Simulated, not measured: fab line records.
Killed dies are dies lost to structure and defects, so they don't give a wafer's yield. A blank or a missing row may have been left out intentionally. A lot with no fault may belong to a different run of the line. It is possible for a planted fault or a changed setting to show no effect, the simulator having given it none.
Matching of chambers	flow gf180mcu	rie_diel-03 running GF_M5_ETCH_09: 4 sister chambers
The step etches Si3N4 in CF4/O2, target depth 52 nm, time 11.95 s. 4 wafers are shown with their chamber, then 12 later ones without.

WAFERS PAIRED WITH THEIR CHAMBERS
wafer	chamber	drypump_motor_current_A (A)
L084.5	3	5.8
L088.4	0	6.6
L088.5	2	5.5
L088.6	1	5.3

WAFERS WITHOUT THEIR CHAMBER
wafer	drypump_motor_current_A (A)
L089.3	5.5
L089.4	6.5
L089.6	5.3
L093.1	6.6
L093.5	6.6
L093.6	5.5
L094.1	5.3
L094.2	6.5
L094.4	5.5
L095.1	6.5
L095.4	5.2
L095.5	5.9

THE CHAMBER EACH PASSED THROUGH
wafer	from the rows above	in truth
L089.3	2	2
L089.4	0	0
L089.6	1	1
L093.1	0	0
L093.5	0	0
L093.6	2	2
L094.1	1	1
L094.2	0	0
L094.4	2	2
L095.1	0	0
L095.4	1	1
L095.5	3	3
Placed correctly: 12 of 12. Not placeable from these rows: 0. Placed wrongly: 0.
How it was worked out, from the rows above alone: a wafer's distance from a chamber is the root of the sum, over the readings, of the square of ((its reading less the chamber's mean) divided by the reading's scatter). The wafer belongs to the nearest chamber; if the next one is less than 2 further off, it can't be placed. Each chamber's mean is taken over the wafers shown for it. The scatter: with one shown wafer a chamber, the root of the mean of the squares of how far each hidden wafer lies from its nearest shown one.
